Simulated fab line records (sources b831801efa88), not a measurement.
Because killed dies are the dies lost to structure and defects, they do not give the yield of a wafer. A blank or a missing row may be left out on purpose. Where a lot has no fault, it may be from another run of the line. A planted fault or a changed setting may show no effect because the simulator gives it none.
Which tool did it? :: flow sky130 :: 14 lots with 42 wafers sampled at 4 steps, on a route of 708 steps

WHAT EACH GAUGE READ, for each wafer
The record lacks any reading of a measuring or inspecting step that a usual standard deviation could be used to judge.

TOOL THAT RAN EACH LOT (tool first, then ch and the chambers of the sampled wafers, then the start)
lot: L328
SKY_LOCAL_INTERCONNECT_STRIP_15: plasma_asher-03 ch 0,1, day 31 04:06
SKY_METAL1_SPUTTER_02: pvd_sputter-03, day 32 10:19
SKY_METAL1_PEB_13: litho_track-04 ch 0, day 33 12:00
SKY_METAL1_DESCUM_17: rie_metal-01 ch 0,1, day 33 12:59

lot: L327
SKY_LOCAL_INTERCONNECT_STRIP_15: plasma_asher-04 ch 0,1, day 31 07:19
SKY_METAL1_SPUTTER_02: pvd_sputter-03, day 32 13:16
SKY_METAL1_PEB_13: litho_track-02 ch 0, day 33 15:00
SKY_METAL1_DESCUM_17: rie_metal-03 ch 0, day 33 16:04

lot: L329
SKY_LOCAL_INTERCONNECT_STRIP_15: plasma_asher-02 ch 0,1, day 31 11:12
SKY_METAL1_SPUTTER_02: pvd_sputter-03, day 32 16:53
SKY_METAL1_PEB_13: litho_track-03 ch 0, day 33 19:00
SKY_METAL1_DESCUM_17: rie_metal-01 ch 0,1, day 33 19:53

lot: L330
SKY_LOCAL_INTERCONNECT_STRIP_15: plasma_asher-03 ch 0,1, day 31 12:22
SKY_METAL1_SPUTTER_02: pvd_sputter-04, day 32 18:29
SKY_METAL1_PEB_13: litho_track-03 ch 0, day 33 21:00
SKY_METAL1_DESCUM_17: rie_metal-04 ch 0,1, day 33 21:56

lot: L332
SKY_LOCAL_INTERCONNECT_STRIP_15: plasma_asher-03 ch 0,1, day 32 14:34
SKY_METAL1_SPUTTER_02: pvd_sputter-04, day 33 20:19
SKY_METAL1_PEB_13: litho_track-03 ch 0, day 34 22:00
SKY_METAL1_DESCUM_17: rie_metal-03 ch 0, day 34 22:50

lot: L333
SKY_LOCAL_INTERCONNECT_STRIP_15: plasma_asher-04 ch 0,1, day 32 21:29
SKY_METAL1_SPUTTER_02: pvd_sputter-03, day 34 03:03
SKY_METAL1_PEB_13: litho_track-03, day 35 04:00
SKY_METAL1_DESCUM_17: rie_metal-01 ch 0,1, day 35 05:26

lot: L334
SKY_LOCAL_INTERCONNECT_STRIP_15: plasma_asher-04 ch 0,1, day 33 03:49
SKY_METAL1_SPUTTER_02: pvd_sputter-03, day 34 08:23
SKY_METAL1_PEB_13: litho_track-02, day 35 10:00
SKY_METAL1_DESCUM_17: rie_metal-01 ch 0,1, day 35 11:04

lot: L335
SKY_LOCAL_INTERCONNECT_STRIP_15: plasma_asher-02 ch 0,1, day 33 16:34
SKY_METAL1_SPUTTER_02: pvd_sputter-04, day 34 21:16
SKY_METAL1_PEB_13: litho_track-03 ch 0, day 35 23:00
SKY_METAL1_DESCUM_17: rie_metal-03 ch 0, day 35 23:56

lot: L341
SKY_LOCAL_INTERCONNECT_STRIP_15: plasma_asher-04 ch 0,1, day 35 06:51
SKY_METAL1_SPUTTER_02: pvd_sputter-04, day 36 12:28
SKY_METAL1_PEB_13: litho_track-02 ch 0, day 37 14:00
SKY_METAL1_DESCUM_17: rie_metal-04 ch 0,1, day 37 15:04

lot: L342
SKY_LOCAL_INTERCONNECT_STRIP_15: plasma_asher-02 ch 0,1, day 35 17:19
SKY_METAL1_SPUTTER_02: pvd_sputter-03, day 36 22:28
SKY_METAL1_PEB_13: litho_track-02 ch 0, day 38 00:00
SKY_METAL1_DESCUM_17: rie_metal-01 ch 0,1, day 38 00:52

lot: L343
SKY_LOCAL_INTERCONNECT_STRIP_15: plasma_asher-04 ch 0,1, day 36 07:42
SKY_METAL1_SPUTTER_02: pvd_sputter-01, day 37 12:40
SKY_METAL1_PEB_13: litho_track-02 ch 0, day 38 13:00
SKY_METAL1_DESCUM_17: rie_metal-01 ch 0,1, day 38 14:28

lot: L347
SKY_LOCAL_INTERCONNECT_STRIP_15: plasma_asher-03 ch 0, day 37 00:25
SKY_METAL1_SPUTTER_02: pvd_sputter-04, day 38 04:50
SKY_METAL1_PEB_13: litho_track-03 ch 0, day 39 05:00
SKY_METAL1_DESCUM_17: rie_metal-01 ch 0, day 39 06:23

lot: L346
SKY_LOCAL_INTERCONNECT_STRIP_15: plasma_asher-04 ch 1, day 37 10:51
SKY_METAL1_SPUTTER_02: pvd_sputter-01, day 38 14:31
SKY_METAL1_PEB_13: litho_track-04 ch 0, day 39 15:00
SKY_METAL1_DESCUM_17: rie_metal-04 ch 0,1, day 39 15:50

lot: L348
SKY_LOCAL_INTERCONNECT_STRIP_15: plasma_asher-04 ch 0,1, day 37 16:25
SKY_METAL1_SPUTTER_02: pvd_sputter-04, day 38 20:18
SKY_METAL1_PEB_13: litho_track-04 ch 0, day 39 20:00
SKY_METAL1_DESCUM_17: rie_metal-01 ch 0,1, day 39 21:26
- SKY_LOCAL_INTERCONNECT_STRIP_15: strips in O2/N2.
- SKY_METAL1_SPUTTER_02: material AlCu, target thk 250 nm, time 13.3 s.
- SKY_METAL1_PEB_13
- SKY_METAL1_DESCUM_17: chemistry O2, time 8 s.

WHAT THE TOOLS THEMSELVES READ (means of the sampled wafers that have a number; where no wafer has one, the mark that the record gives instead)
SKY_LOCAL_INTERCONNECT_STRIP_15. Usual: drypump_motor_current_A 5.6 A, standard deviation 0.4; oes_product_au 0.427 a.u., standard deviation 0.005; strip_time_to_endpoint_s 4.729 s, standard deviation 0.023.
lot: L328
tool: plasma_asher-03
drypump_motor_current_A (A): 6.2
oes_product_au (a.u.): 0.427
strip_time_to_endpoint_s (s): 4.732
flag: 

lot: L327
tool: plasma_asher-04
drypump_motor_current_A (A): 5.6
oes_product_au (a.u.): 0.429
strip_time_to_endpoint_s (s): 4.736
flag: 

lot: L329
tool: plasma_asher-02
drypump_motor_current_A (A): 5.7
oes_product_au (a.u.): 0.426
strip_time_to_endpoint_s (s): 4.756
flag: 

lot: L330
tool: plasma_asher-03
drypump_motor_current_A (A): 5.9
oes_product_au (a.u.): 0.421
strip_time_to_endpoint_s (s): 4.761
flag: 

lot: L332
tool: plasma_asher-03
drypump_motor_current_A (A): 6.2
oes_product_au (a.u.): 0.433
strip_time_to_endpoint_s (s): 4.751
flag: 

lot: L333
tool: plasma_asher-04
drypump_motor_current_A (A): 5.6
oes_product_au (a.u.): 0.425
strip_time_to_endpoint_s (s): 4.701
flag: 

lot: L334
tool: plasma_asher-04
drypump_motor_current_A (A): 5.3
oes_product_au (a.u.): 0.422
strip_time_to_endpoint_s (s): 4.713
flag: 

lot: L335
tool: plasma_asher-02
drypump_motor_current_A (A): 5.5
oes_product_au (a.u.): 0.427
strip_time_to_endpoint_s (s): 4.733
flag: 

lot: L341
tool: plasma_asher-04
drypump_motor_current_A (A): 5.3
oes_product_au (a.u.): 0.427
strip_time_to_endpoint_s (s): 4.712
flag: 

lot: L342
tool: plasma_asher-02
drypump_motor_current_A (A): 5.7
oes_product_au (a.u.): 0.426
strip_time_to_endpoint_s (s): 4.734
flag: 

lot: L343
tool: plasma_asher-04
drypump_motor_current_A (A): 5.6
oes_product_au (a.u.): 0.425
strip_time_to_endpoint_s (s): 4.703
flag: 

lot: L347
tool: plasma_asher-03
drypump_motor_current_A (A): 6.5
oes_product_au (a.u.): 0.435
strip_time_to_endpoint_s (s): 4.704
flag: 

lot: L346
tool: plasma_asher-04
drypump_motor_current_A (A): 5.1
oes_product_au (a.u.): 0.426
strip_time_to_endpoint_s (s): 4.726
flag: 

lot: L348
tool: plasma_asher-04
drypump_motor_current_A (A): 5.3
oes_product_au (a.u.): 0.425
strip_time_to_endpoint_s (s): 4.717
flag: 

SKY_METAL1_SPUTTER_02. Usual: throttle_valve_pct 30.0 %, standard deviation 0.84.
lot: L328
tool: pvd_sputter-03
throttle_valve_pct (%): 29.9
flag: 

lot: L327
tool: pvd_sputter-03
throttle_valve_pct (%): 29.6
flag: 

lot: L329
tool: pvd_sputter-03
throttle_valve_pct (%): 29.7
flag: 

lot: L330
tool: pvd_sputter-04
throttle_valve_pct (%): 30.5
flag: 

lot: L332
tool: pvd_sputter-04
throttle_valve_pct (%): 30.0
flag: 

lot: L333
tool: pvd_sputter-03
throttle_valve_pct (%): 29.4
flag: 

lot: L334
tool: pvd_sputter-03
throttle_valve_pct (%): 29.9
flag: 

lot: L335
tool: pvd_sputter-04
throttle_valve_pct (%): 31.2
flag: 

lot: L341
tool: pvd_sputter-04
throttle_valve_pct (%): 30.5
flag: 

lot: L342
tool: pvd_sputter-03
throttle_valve_pct (%): 29.5
flag: 

lot: L343
tool: pvd_sputter-01
throttle_valve_pct (%): 30.4
flag: 

lot: L347
tool: pvd_sputter-04
throttle_valve_pct (%): 30.8
flag: 

lot: L346
tool: pvd_sputter-01
throttle_valve_pct (%): 31.0
flag: 

lot: L348
tool: pvd_sputter-04
throttle_valve_pct (%): 30.2
flag: 

SKY_METAL1_PEB_13. Usual: exhaust_pa 45.1 Pa, standard deviation 1.1.
lot: L328
tool: litho_track-04
exhaust_pa (Pa): 45.0
flag: 

lot: L327
tool: litho_track-02
exhaust_pa (Pa): 45.7
flag: 

lot: L329
tool: litho_track-03
exhaust_pa (Pa): 44.1
flag: 

lot: L330
tool: litho_track-03
exhaust_pa (Pa): 45.3
flag: 

lot: L332
tool: litho_track-03
exhaust_pa (Pa): 44.6
flag: 

lot: L333
tool: litho_track-03
exhaust_pa (Pa): -
flag: OFF

lot: L334
tool: litho_track-02
exhaust_pa (Pa): -
flag: OFF

lot: L335
tool: litho_track-03
exhaust_pa (Pa): 44.7
flag: 

lot: L341
tool: litho_track-02
exhaust_pa (Pa): 45.4
flag: 

lot: L342
tool: litho_track-02
exhaust_pa (Pa): 46.1
flag: 

lot: L343
tool: litho_track-02
exhaust_pa (Pa): 43.7
flag: 

lot: L347
tool: litho_track-03
exhaust_pa (Pa): 45.1
flag: 

lot: L346
tool: litho_track-04
exhaust_pa (Pa): 44.7
flag: 

lot: L348
tool: litho_track-04
exhaust_pa (Pa): 44.7
flag: 

SKY_METAL1_DESCUM_17. Usual: drypump_motor_current_A 5.9 A, standard deviation 0.74; oes_product_au 0.999 a.u., standard deviation 0.011.
lot: L328
tool: rie_metal-01
drypump_motor_current_A (A): 5.6
oes_product_au (a.u.): 0.996
flag: 

lot: L327
tool: rie_metal-03
drypump_motor_current_A (A): 6.8
oes_product_au (a.u.): 1.009
flag: 

lot: L329
tool: rie_metal-01
drypump_motor_current_A (A): 5.2
oes_product_au (a.u.): 0.999
flag: 

lot: L330
tool: rie_metal-04
drypump_motor_current_A (A): 5.6
oes_product_au (a.u.): 0.988
flag: 

lot: L332
tool: rie_metal-03
drypump_motor_current_A (A): 6.9
oes_product_au (a.u.): 1.006
flag: 

lot: L333
tool: rie_metal-01
drypump_motor_current_A (A): 5.5
oes_product_au (a.u.): 0.997
flag: 

lot: L334
tool: rie_metal-01
drypump_motor_current_A (A): 5.2
oes_product_au (a.u.): 1.002
flag: 

lot: L335
tool: rie_metal-03
drypump_motor_current_A (A): 6.8
oes_product_au (a.u.): 0.996
flag: 

lot: L341
tool: rie_metal-04
drypump_motor_current_A (A): 5.6
oes_product_au (a.u.): 1.000
flag: 

lot: L342
tool: rie_metal-01
drypump_motor_current_A (A): 5.2
oes_product_au (a.u.): 1.002
flag: 

lot: L343
tool: rie_metal-01
drypump_motor_current_A (A): 5.6
oes_product_au (a.u.): 1.006
flag: 

lot: L347
tool: rie_metal-01
drypump_motor_current_A (A): 5.9
oes_product_au (a.u.): 1.014
flag: 

lot: L346
tool: rie_metal-04
drypump_motor_current_A (A): 6.0
oes_product_au (a.u.): 0.982
flag: 

lot: L348
tool: rie_metal-01
drypump_motor_current_A (A): 5.6
oes_product_au (a.u.): 1.003
flag: 

THE ANSWER, worked out from the rows above alone
Rule: lot off if the mean of its wafers having a number is beyond 3 standard deviations from the usual mean. Also off: a lot with no number at a reading for which 4 or more lots have one. All remaining lots with rows at the step are treated as sound. The gauges are gone through in route order, then the tools' own readings, and for those a lot's mean is taken as printed above. At the first step where some lot is off, the reading lying furthest off is the one used; lots without a number count as furthest.
Off: L333, L334, at SKY_METAL1_PEB_13 (exhaust_pa). Without a number there: L333, L334.
If a tool, at that step or one of the process steps before it, ran each lot that is off and ran no sound lot following the first of them, it fits. None of those tried fits.

WHAT WAS PUT IN BY THE SIMULATOR
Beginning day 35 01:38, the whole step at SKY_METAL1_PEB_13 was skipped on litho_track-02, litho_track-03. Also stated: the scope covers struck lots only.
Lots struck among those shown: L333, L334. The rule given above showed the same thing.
